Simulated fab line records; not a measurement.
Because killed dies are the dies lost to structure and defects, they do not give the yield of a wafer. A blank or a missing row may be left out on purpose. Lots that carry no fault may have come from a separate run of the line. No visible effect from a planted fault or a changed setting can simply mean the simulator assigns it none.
Which tool did it? ; flow sky130 ; 34 wafers sampled from 12 lots at 1 step of a route of 708

== WHAT THE GAUGES READ, wafer by wafer ==
SKY_VT_ADJUST_HVTP_CD_MEAS_07: target cd 380 nm.
lot;measured;on;cd_nm (nm)
L608;day 6 03:32;cd_sem-01;379.5 378.2 380.7
L609;day 6 08:59;cd_sem-02;382.5 382.1 383.1
L610;day 6 16:07;cd_sem-02;378.3 379.9 378.8
L611;day 7 01:10;cd_sem-01;378.2 381.2 381.1
L617;day 8 10:16;cd_sem-02;377.0 375.2
L618;day 8 14:37;cd_sem-01;381.6 382.9 384.4
L621;day 9 10:25;cd_sem-01;378.7 380.2
L625;day 10 19:44;cd_sem-02;384.5 380.2 380.6
L628;day 11 11:13;cd_sem-01;382.2 382.3 380.5
L629;day 11 22:07;cd_sem-01;381.7 376.9 379.4
L630;day 11 23:20;cd_sem-01;379.7 381.5 381.0
L631;day 12 06:20;cd_sem-02;381.2 381.1 378.2

== WHICH TOOL RAN EACH LOT (tool, then ch and the chambers of the sampled wafers, then the start) ==
There is no process step in the record ahead of these readings.

== AS READ BY THE TOOLS THEMSELVES (means over the sampled wafers that have a number; for cases with no such wafer, the mark the record gives instead) ==
The record holds no such reading with a usual standard deviation.

== THE ANSWER, worked out from the rows above alone ==
Rule: the lots themselves supply what counts as usual. Put in order of their means at a reading, lots are off if they are a third of the lots or fewer, leave a main group of 4 or more, and stand apart from it by a gap of 3 or more times the standard deviation of the main group's means; of several such gaps the widest counts. If all means in a main group match to the digits the tables above print for the reading, that group is not used. A lot without any number at a reading at which 4 lots or more have one is off too. Any other lot the step has rows for is counted as sound. First the gauges in route order, then the tools' own readings, where a lot's mean is used as printed above. The first step at which some lot is off is used, and at that step the reading that is off furthest; a lot without a number counts as furthest.
None of the lots is off at any reading shown; this tells nothing.

== WHAT THE SIMULATOR PUT IN ==
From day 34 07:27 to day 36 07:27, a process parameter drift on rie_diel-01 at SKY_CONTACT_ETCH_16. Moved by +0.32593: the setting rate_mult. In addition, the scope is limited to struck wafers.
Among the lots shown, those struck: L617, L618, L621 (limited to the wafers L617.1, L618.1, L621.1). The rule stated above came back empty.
